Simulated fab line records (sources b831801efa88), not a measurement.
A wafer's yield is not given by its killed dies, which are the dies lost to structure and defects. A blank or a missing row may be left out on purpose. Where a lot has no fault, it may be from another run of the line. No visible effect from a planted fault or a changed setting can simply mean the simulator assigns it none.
fab line records	flow sky130
[record] lots = 7	wafers = 21	last_day = 50
route steps=708 shown SONOS_TUNNEL@158 SONOS_ONO@168 PAD_OPEN@708
lots untouched by any fault: they come from a run of this same line in which no faults occurred
start_h: start of the lot's first displayed wafer, in hours after the record's first day	wait_h: time in hours since the lot's previous step	" repeats the value in the row above	L1.1+2: several wafers, shown together as one row	- no value present, or no start provided	* or withheld: withheld	< > ~ a bound
route shown NAME@n: NAME is a module with steps in the file, n the number in the route of the first one	usual: mean/standard deviation of fault-free wafers	same: alike in all rows	chamber/n: place in a boat	sites: per-site readings	_std_site: standard deviation of those values	_edge_site: mean of outer sites minus mean of inner sites	radius_mm: how far each site lies from the wafer's centre	mask NAME#n: copy n	behind: the last tool/chamber to shape the wafer	hold: what put the lot on hold/how long, in hours/how the hold closed	device: transistor that didn't switch, given as n, p or np	end of line: tests of these same wafers at the route's end	a step given without rows: its recipe and nothing more	killed: count of dies lost to structure and defects at first sort (not the wafer's yield)	map: per-die view of a wafer (x killed, . not killed, _ where there is no die)
set.NAME: the setting that was run; set.NAME@STEP: the one run at that earlier step	model.NAME: the simulator's own value behind a step, which no gauge read
lots at some steps of the route; a table a step, a row a wafer
services: from which hour (start_h, from the record's first day; less than 0 if before it) a tool's chamber was out of use, for how many hours, and why
[[steps]]
[step SKY_SONOS_TUNNEL_EXPOSE_04]
[recipe] mask_id = TUNM	na = 0.6	source_shape = conventional	sigma_outer = 0.6	polarization = unpolarized	target_cd_nm = 410	dose_mj = 136
[step SKY_SONOS_TUNNEL_PEB_05]
[recipe] temp_c = withheld	time_s = *	resist = NOVOLAK
[step SKY_SONOS_TUNNEL_DEVELOP_06]
[recipe] resist = NOVOLAK	developer = TMAH	develop_time_s = 60	dev_temp_c = 23
[step SKY_SONOS_TUNNEL_CD_MEAS_07]
[recipe] target_cd_nm = 410
[usual] cd_nm = 409.6/2.1
lot.wafer	tool	chamber	start_h	wait_h	cd_nm
L460.4	cd_sem-01	-	310.66	0.2	410.8
L460.5	"	-	"	"	411.4
L460.6	"	-	"	"	410.5
L461.4	cd_sem-01	-	315.79	0.2	408.7
L461.5	"	-	"	"	411.8
L461.6	"	-	"	"	411.9
L462.2	cd_sem-01	-	319.13	0.1	410.6
L462.3	"	-	"	"	410.1
L462.5	"	-	"	"	410.7
L469.1	cd_sem-02	-	381.54	0.1	410.8
L469.3	"	-	"	"	408.6
L469.4	"	-	"	"	407.6
L472.1	cd_sem-02	-	398.97	0.1	411.2
L472.4	"	-	"	"	411.5
L472.6	"	-	"	"	409.8
L473.1	cd_sem-01	-	406.64	0.7	408.2
L473.2	"	-	"	"	409.0
L473.4	"	-	"	"	409.3
L474.3	cd_sem-02	-	418.43	0.1	410.6
L474.4	"	-	"	"	409.3
L474.5	"	-	"	"	409.1
[step SKY_SONOS_TUNNEL_OVL_MEAS_08]
[usual] SONOS_TUNNEL_OVL = -0.4/1.3
lot.wafer	tool	chamber	start_h	wait_h	SONOS_TUNNEL_OVL[nm]
L460.4	overlay-02	-	310.74	0.1	-0.2
L460.5	"	-	"	"	-0.5
L460.6	"	-	"	"	1.6
L461.4	overlay-01	-	315.87	0.1	-0.4
L461.5	"	-	"	"	-2.3
L461.6	"	-	"	"	-0.8
L462.2	overlay-01	-	319.24	0.1	0.2
L462.3	"	-	"	"	-0.6
L462.5	"	-	"	"	1.3
L469.1	overlay-02	-	381.66	0.1	0.7
L469.3	"	-	"	"	-0.3
L469.4	"	-	"	"	-0.1
L472.1	overlay-02	-	399.09	0.1	-2.0
L472.4	"	-	"	"	-0.3
L472.6	"	-	"	"	0.7
L473.1	overlay-02	-	406.76	0.1	0.8
L473.2	"	-	"	"	0.7
L473.4	"	-	"	"	-0.8
L474.3	overlay-02	-	418.52	0.1	0.4
L474.4	"	-	"	"	-0.6
L474.5	"	-	"	"	-0.1
[step SKY_SONOS_TUNNEL_IMPLANT_09]
[recipe] species = B	energy_kev = 20	dose_cm2 = 1e+12	tilt_deg = withheld
[step SKY_SONOS_TUNNEL_WET_ETCH_10]
[recipe] chemistry = dHF	target_depth_nm = 14	target = SiO2	dilution = 100:1	temp_c = 25	time_s = 280
[step SKY_SONOS_TUNNEL_STRIP_11]
[recipe] chemistry = SPM	time_s = 600	temp_c = 130
[step SKY_SONOS_TUNNEL_TW_MEAS_12]
[usual] SONOS_TUNNEL_TW = 198.7/1.7
lot.wafer	tool	chamber	start_h	wait_h	SONOS_TUNNEL_TW
L460.4	film_metro-01	-	311.20	0.0	200.6
L460.5	"	-	"	"	200.7
L460.6	"	-	"	"	200.8
L461.4	film_metro-02	-	316.33	0.0	196.6
L461.5	"	-	"	"	196.6
L461.6	"	-	"	"	197.8
L462.2	film_metro-04	-	319.69	0.0	196.9
L462.3	"	-	"	"	196.4
L462.5	"	-	"	"	197.5
L469.1	film_metro-01	-	382.11	0.0	201.5
L469.3	"	-	"	"	200.2
L469.4	"	-	"	"	199.9
L472.1	film_metro-01	-	399.54	0.0	200.2
L472.4	"	-	"	"	200.3
L472.6	"	-	"	"	200.0
L473.1	film_metro-01	-	407.21	0.0	199.9
L473.2	"	-	"	"	200.4
L473.4	"	-	"	"	200.6
L474.3	film_metro-04	-	418.99	0.0	196.9
L474.4	"	-	"	"	197.7
L474.5	"	-	"	"	198.1
[step SKY_SONOS_TUNNEL_CLEAN_13]
[recipe] chemistry = dHF	time_s = 20	dilution = 100:1	dry = ipa_marangoni
[step SKY_SONOS_ONO_OXIDATION_00]
[recipe] temp_c = 800	ambient = O2	idle_temp_c = 700	ramp_up_c_per_min = 10	ramp_down_c_per_min = 3	stabilise_s = 600	purge_s = 300	target_thk_a = 26	ox_time_s = 1249
[step SKY_SONOS_ONO_THK_MEAS_01]
[recipe] reads = SiO2_of_SONOS_ONO_OXIDATION_00
[usual] SONOS_ONO_OXIDATION_THK = 2.60/0.063
lot.wafer	tool	chamber	start_h	wait_h	SONOS_ONO_OXIDATION_THK[nm]
L460.4	film_metro-03	-	313.63	0.0	2.68
L460.5	"	-	"	"	2.69
L460.6	"	-	"	"	2.68
L461.4	film_metro-01	-	319.44	0.0	2.61
L461.5	"	-	"	"	2.66
L461.6	"	-	"	"	2.64
L462.2	film_metro-02	-	322.19	0.0	2.63
L462.3	"	-	"	"	2.67
L462.5	"	-	"	"	2.59
L469.1	film_metro-01	-	384.75	0.0	2.69
L469.3	"	-	"	"	2.64
L469.4	"	-	"	"	2.68
L472.1	film_metro-01	-	401.05	0.0	2.65
L472.4	"	-	"	"	2.61
L472.6	"	-	"	"	2.61
L473.1	film_metro-01	-	409.23	0.0	2.61
L473.2	"	-	"	"	2.60
L473.4	"	-	"	"	2.59
L474.3	film_metro-01	-	420.41	0.0	2.56
L474.4	"	-	"	"	2.63
L474.5	"	-	"	"	2.49
[step SKY_SONOS_ONO_CVD_02]
[recipe] material = Si3N4	precursor = DCS/NH3	target_thk_nm = 10.5	temp_c = 770	time_s = 180	pressure_mtorr = 250
[usual] spike_tc_centre_C = 771.1/1.1	zone_power_centre_pct = 15.5/0.57	zone_power_lower_pct = 10.91/0.22	zone_power_upper_pct = 12.21/0.12
lot.wafer	tool	chamber	start_h	wait_h	spike_tc_centre_C	zone_power_centre_pct	zone_power_lower_pct	zone_power_upper_pct	model.Si3N4_of_SONOS_ONO_CVD_02.thk_nm
L460.4	lpcvd-02	1	314.66	1.0	788.1	19.9	9.23	10.20	11.1
L460.5	"	1	"	"	784.9	20.4	9.03	10.23	10.78
L460.6	"	1	"	"	786.3	19.5	9.34	10.20	10.8
L461.4	lpcvd-02	1	319.47	0.0	787.2	19.9	9.27	10.11	10.84
L461.5	"	1	"	"	786.5	19.6	9.30	10.11	10.67
L461.6	"	1	"	"	786.9	19.5	9.17	10.08	10.65
L462.2	lpcvd-02	1	322.24	0.0	786.4	20.0	9.14	10.24	11.38
L462.3	"	1	"	"	789.5	19.9	9.09	9.97	11.2
L462.5	"	1	"	"	786.7	19.9	9.14	10.06	10.92
L469.1	lpcvd-02	0	386.61	1.8	771.5	16.1	10.70	12.03	10.63
L469.3	"	0	"	"	770.6	16.0	10.71	12.03	10.65
L469.4	"	0	"	"	771.7	16.4	10.80	12.10	10.53
L472.1	lpcvd-02	0	401.11	0.1	771.4	16.0	10.73	12.36	10.47
L472.4	"	0	"	"	771.7	16.0	10.47	12.22	10.69
L472.6	"	0	"	"	772.6	15.9	10.71	12.17	10.58
L473.1	lpcvd-02	0	409.29	0.1	771.5	15.9	10.64	12.26	10.53
L473.2	"	0	"	"	770.8	16.1	10.69	12.29	10.49
L473.4	"	0	"	"	770.7	16.1	10.66	12.14	10.52
L474.3	lpcvd-02	1	420.45	0.0	771.3	14.8	11.15	12.27	10.44
L474.4	"	1	"	"	770.0	14.8	11.26	12.41	10.38
L474.5	"	1	"	"	769.9	14.7	11.27	12.24	10.38
[step SKY_SONOS_ONO_THK_MEAS_03]
[recipe] reads = Si3N4_of_SONOS_ONO_CVD_02
[usual] SONOS_ONO_CVD_02_THK = 10.53/0.13
lot.wafer	tool	chamber	start_h	wait_h	SONOS_ONO_CVD_02_THK[nm]
L460.4	film_metro-01	-	315.74	0.0	11.11
L460.5	"	-	"	"	10.73
L460.6	"	-	"	"	10.80
L461.4	film_metro-01	-	320.55	0.0	10.82
L461.5	"	-	"	"	10.69
L461.6	"	-	"	"	10.65
L462.2	film_metro-02	-	323.30	0.0	11.41
L462.3	"	-	"	"	11.26
L462.5	"	-	"	"	10.90
L469.1	film_metro-02	-	387.66	0.0	10.62
L469.3	"	-	"	"	10.68
L469.4	"	-	"	"	10.51
L472.1	film_metro-01	-	402.16	0.0	10.45
L472.4	"	-	"	"	10.73
L472.6	"	-	"	"	10.55
L473.1	film_metro-01	-	410.34	0.0	10.53
L473.2	"	-	"	"	10.45
L473.4	"	-	"	"	10.55
L474.3	film_metro-01	-	421.52	0.0	10.41
L474.4	"	-	"	"	10.37
L474.5	"	-	"	"	10.38
[step SKY_SONOS_ONO_CVD_04]
[recipe] material = SiO2	precursor = SiH4/N2O	target_thk_nm = 5.7199	temp_c = 900	pressure_mtorr = 400
[step SKY_PAD_OPEN_PROBE_99]
[usual] killed_at_M0_to_M3 = 42/7	killed_at_M4_up = 2.8/1.8	killed_at_contacts = 24/5.8	killed_at_front_end = 15/4.8	killed_at_other = 0.3/0.56	killed_dies = 84/11	killed_open = 46/7.8	killed_short = 38/6.3
[same] gross_dies = 492	killed_at_back_side = 0
lot.wafer	tool	chamber	start_h	wait_h	killed_at_M0_to_M3	killed_at_M4_up	killed_at_contacts	killed_at_front_end	killed_at_other	killed_dies	killed_open	killed_short	model.etest.cap_ono.gate_log10_a_cm2	model.etest.cap_ono.tox_acc_nm	model.etest.sonos_programmed.vt_v	model.etest.sonos_erased.vt_v	model.etest.sonos_baked.vt_v	model.etest.sonos_baked.vt_less_v
L460.4	prober-02	-	1123.05	0.2	38	3	29	14	0	84	46	38	-8.549	13.24	1.187	-2.049	0.8597	-0.3274
L460.5	prober-02	-	1123.10	0.2	46	0	24	6	0	76	50	26	-8.375	13.21	1.315	-2.116	0.8736	-0.4411
L460.6	prober-02	-	1123.15	0.2	41	5	35	9	0	90	55	35	-8.391	13.19	1.305	-2.125	0.9361	-0.3689
L461.4	prober-01	-	1127.20	0.2	50	1	23	19	0	93	50	43	-8.184	13.1	1.384	-2.176	0.9448	-0.4396
L461.5	prober-01	-	1127.25	0.2	39	2	26	17	0	84	45	38	-8.215	13.11	1.398	-2.171	0.9554	-0.4429
L461.6	prober-01	-	1127.30	0.2	32	3	16	9	0	60	30	30	-8.1	13.04	1.452	-2.168	0.988	-0.4638
L462.2	prober-02	-	1129.74	0.1	47	7	18	7	0	79	38	41	-8.594	13.44	1.178	-2.019	0.8303	-0.3475
L462.3	prober-02	-	1129.79	0.2	40	2	26	22	0	90	49	41	-8.423	13.25	1.254	-2.085	0.8329	-0.4211
L462.5	prober-02	-	1129.89	0.2	43	2	29	8	1	83	45	38	-8.454	13.27	1.292	-2.107	0.8234	-0.4686
L469.1	prober-01	-	1170.59	0.1	53	6	25	11	0	95	55	40	-8.045	12.93	1.441	-2.217	0.9648	-0.4766
L469.3	prober-01	-	1170.69	0.2	40	1	35	11	0	87	49	37	-7.932	12.94	1.48	-2.239	1.011	-0.4691
L469.4	prober-01	-	1170.74	0.2	38	4	20	13	0	75	34	41	-7.94	12.94	1.492	-2.256	0.9877	-0.5039
L472.1	prober-02	-	1182.35	0.1	33	1	24	16	1	75	50	25	-8.084	13.01	1.406	-2.206	0.8874	-0.5185
L472.4	prober-02	-	1182.50	0.2	44	0	22	18	0	84	49	35	-8.157	13.06	1.343	-2.196	0.9154	-0.4272
L472.6	prober-02	-	1182.60	0.2	40	4	24	24	1	93	44	49	-8.127	13.04	1.385	-2.226	0.9511	-0.4339
L473.1	prober-01	-	1187.21	0.1	44	4	16	4	0	68	34	34	-8.045	12.93	1.433	-2.264	0.9509	-0.4821
L473.2	prober-01	-	1187.26	0.1	30	1	16	17	0	64	27	37	-8.017	12.98	1.444	-2.259	0.8983	-0.5453
L473.4	prober-01	-	1187.36	0.2	43	2	27	15	0	87	53	34	-7.958	12.92	1.479	-2.279	0.9627	-0.5161
L474.3	prober-02	-	1192.26	0.2	54	0	9	12	0	75	36	39	-7.66	12.64	1.597	-2.386	1.058	-0.5387
L474.4	prober-02	-	1192.31	0.2	54	4	35	21	1	115	52	62	-7.491	12.55	1.634	-2.38	1.1	-0.534
L474.5	prober-02	-	1192.36	0.2	50	0	33	8	0	91	50	40	-7.416	12.5	1.675	-2.456	1.089	-0.5851
// killed by level:class
L460.4 LI_CONTACT:geometric_particle:open=8 VIA2:geometric_particle:open=8 VIA1:geometric_particle:open=7 VIA1:geometric_particle:short=6 CONTACT:geometric_particle:short=6 LOCAL_INTERCONNECT:geometric_particle:short=5 CONTACT:geometric_particle:open=5 FIELD_ISO:geometric_particle:open=3
L460.5 VIA1:geometric_particle:open=15 CONTACT:geometric_particle:open=11 VIA3:geometric_particle:open=6 LI_CONTACT:geometric_particle:open=5 METAL2:geometric_particle:short=5 VIA2:geometric_particle:open=4 FIELD_ISO:geometric_particle:open=3 CONTACT:geometric_particle:short=3
L460.6 LI_CONTACT:geometric_particle:open=14 VIA3:geometric_particle:open=10 CONTACT:geometric_particle:open=9 VIA1:geometric_particle:open=9 METAL2:geometric_particle:short=8 FIELD_ISO:geometric_particle:short=4 LOCAL_INTERCONNECT:geometric_particle:short=4 CONTACT:geometric_particle:short=4
L461.4 LI_CONTACT:geometric_particle:open=11 VIA1:geometric_particle:open=10 VIA2:geometric_particle:open=8 VIA3:geometric_particle:open=7 VIA1:geometric_particle:short=6 POLY_GATE:geometric_particle:short=5 METAL2:geometric_particle:short=5 VIA3:geometric_particle:short=5
L461.5 CONTACT:geometric_particle:open=10 VIA1:geometric_particle:open=7 LI_CONTACT:geometric_particle:open=6 VIA3:geometric_particle:open=6 VIA2:geometric_particle:open=6 CONTACT:geometric_particle:short=5 VIA2:geometric_particle:short=5 FIELD_ISO:geometric_particle:short=4
L461.6 VIA1:geometric_particle:open=9 VIA2:geometric_particle:open=9 CONTACT:geometric_particle:short=6 LI_CONTACT:geometric_particle:open=4 POLY_GATE:geometric_particle:short=3 CONTACT:geometric_particle:open=3 VIA1:geometric_particle:short=3 VIA2:geometric_particle:short=3
L462.2 VIA1:geometric_particle:open=14 METAL2:geometric_particle:short=9 CONTACT:geometric_particle:short=5 METAL4:geometric_particle:short=5 LI_CONTACT:geometric_particle:short=4 LI_CONTACT:geometric_particle:open=4 METAL1:geometric_particle:short=4 VIA2:geometric_particle:open=4
L462.3 LI_CONTACT:geometric_particle:open=15 VIA1:geometric_particle:open=8 METAL2:geometric_particle:short=7 POLY_GATE:geometric_particle:open=7 VIA1:geometric_particle:short=5 VIA3:geometric_particle:open=5 FIELD_ISO:geometric_particle:short=4 POLY_GATE:geometric_particle:short=4
L462.5 VIA1:geometric_particle:open=10 CONTACT:geometric_particle:open=8 METAL2:geometric_particle:short=7 VIA3:geometric_particle:open=7 LI_CONTACT:geometric_particle:open=5 LI_CONTACT:geometric_particle:short=5 LOCAL_INTERCONNECT:geometric_particle:short=5 CONTACT:geometric_particle:short=5
L469.1 VIA1:geometric_particle:open=16 CONTACT:geometric_particle:open=8 LOCAL_INTERCONNECT:geometric_particle:short=7 METAL2:geometric_particle:short=7 VIA3:geometric_particle:open=7 VIA1:geometric_particle:short=6 LI_CONTACT:geometric_particle:open=5 METAL4:geometric_particle:short=4
L469.3 CONTACT:geometric_particle:open=16 METAL2:geometric_particle:short=11 LI_CONTACT:geometric_particle:open=8 POLY_GATE:geometric_particle:open=5 VIA1:geometric_particle:open=5 VIA3:geometric_particle:open=5 LOCAL_INTERCONNECT:geometric_particle:short=4 CONTACT:geometric_particle:short=4
L469.4 FIELD_ISO:geometric_particle:short=8 VIA1:geometric_particle:open=7 LI_CONTACT:geometric_particle:open=6 VIA2:geometric_particle:open=5 CONTACT:geometric_particle:short=5 METAL2:geometric_particle:short=5 CONTACT:geometric_particle:open=4 VIA3:geometric_particle:short=4
L472.1 CONTACT:geometric_particle:open=10 VIA1:geometric_particle:open=8 LI_CONTACT:geometric_particle:open=7 FIELD_ISO:geometric_particle:open=5 METAL2:geometric_particle:short=5 VIA2:geometric_particle:open=5 POLY_GATE:geometric_particle:short=4 LI_CONTACT:geometric_particle:short=3
L472.4 VIA1:geometric_particle:open=11 VIA3:geometric_particle:open=10 LI_CONTACT:geometric_particle:open=8 CONTACT:geometric_particle:open=6 METAL2:geometric_particle:short=5 FIELD_ISO:geometric_particle:open=4 VIA1:geometric_particle:short=4 POLY_GATE:geometric_particle:open=4
L472.6 CONTACT:geometric_particle:open=9 CONTACT:geometric_particle:short=7 VIA2:geometric_particle:open=7 VIA3:geometric_particle:short=7 FIELD_ISO:geometric_particle:short=6 FIELD_ISO:geometric_particle:open=6 LI_CONTACT:geometric_particle:open=5 VIA1:geometric_particle:short=5
L473.1 VIA1:geometric_particle:short=9 VIA1:geometric_particle:open=8 VIA2:geometric_particle:open=8 CONTACT:geometric_particle:open=5 LOCAL_INTERCONNECT:geometric_particle:short=4 METAL2:geometric_particle:short=4 LI_CONTACT:geometric_particle:open=3 CONTACT:geometric_particle:short=3
L473.2 METAL2:geometric_particle:short=7 POLY_GATE:geometric_particle:open=6 POLY_GATE:geometric_particle:short=5 VIA1:geometric_particle:open=5 VIA2:geometric_particle:open=5 LI_CONTACT:geometric_particle:short=4 CONTACT:geometric_particle:open=4 LI_CONTACT:geometric_particle:open=3
L473.4 CONTACT:geometric_particle:open=12 VIA1:geometric_particle:open=10 VIA2:geometric_particle:open=9 LI_CONTACT:geometric_particle:open=8 METAL1:geometric_particle:short=8 POLY_GATE:geometric_particle:short=7 VIA3:geometric_particle:open=4 POLY_GATE:geometric_particle:open=3
L474.3 VIA2:geometric_particle:open=9 VIA1:geometric_particle:open=9 METAL2:geometric_particle:short=9 METAL1:geometric_particle:short=7 VIA3:geometric_particle:open=5 FIELD_ISO:geometric_particle:short=4 POLY_GATE:geometric_particle:short=4 CONTACT:geometric_particle:open=4
L474.4 CONTACT:geometric_particle:open=12 METAL1:geometric_particle:short=12 METAL2:geometric_particle:short=10 LI_CONTACT:geometric_particle:open=8 VIA1:geometric_particle:open=7 VIA3:geometric_particle:open=6 FIELD_ISO:geometric_particle:short=5 POLY_GATE:geometric_particle:short=5
L474.5 CONTACT:geometric_particle:open=13 VIA1:geometric_particle:open=12 METAL2:geometric_particle:short=12 LI_CONTACT:geometric_particle:open=8 VIA2:geometric_particle:open=6 VIA3:geometric_particle:short=5 LI_CONTACT:geometric_particle:short=5 CONTACT:geometric_particle:short=4
[[services]]
tool	chamber	start_h	hours	kind
lpcvd-02	-	349.00	0.6	repair
[[key]]
[first_sign] step = SKY_SONOS_ONO_CVD_02	reading = zone_power_upper_pct	direction = down	sigmas = 17	usual = 12.21	struck = 10.13
[effect] step = SKY_SONOS_ONO_CVD_02	reading = spike_tc_centre_C	direction = up	sigmas = 15	usual = 771.1	struck = 786.9
[effect] step = SKY_SONOS_ONO_THK_MEAS_03	reading = SONOS_ONO_CVD_02_THK	direction = up	sigmas = 3.1	usual = 10.53	struck = 10.93	wafers_moved = 7
[model_effect] step = SKY_SONOS_ONO_CVD_02	value = Si3N4_of_SONOS_ONO_CVD_02.thk_nm	without = 10.5	struck = 10.93
[model_effect] step = SKY_PAD_OPEN_PROBE_99	value = etest.cap_ono.gate_log10_a_cm2	without = -8.085	struck = -8.365
met_at SKY_SONOS_ONO_CVD_02
struck_wafers L460.4,L460.5,L460.6,L461.4,L461.5,L461.6,L462.2,L462.3,L462.5
tester_left_out L460,L461,L462
[fault] kind = process_parameter_drift	tool = lpcvd-02	chamber = 1	onset_h = 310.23	steps = SKY_SONOS_ONO_CVD_02	channel = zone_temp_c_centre	offset = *	shape = step	end_h = 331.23
// tester_left_out: of these lots the tester's yield and bins aren't shown, on N5 and GAA mostly nor the transistor test; their killed dies are dies lost to structure and defects alone, not to doping, threshold or leakage, so they don't give the yield
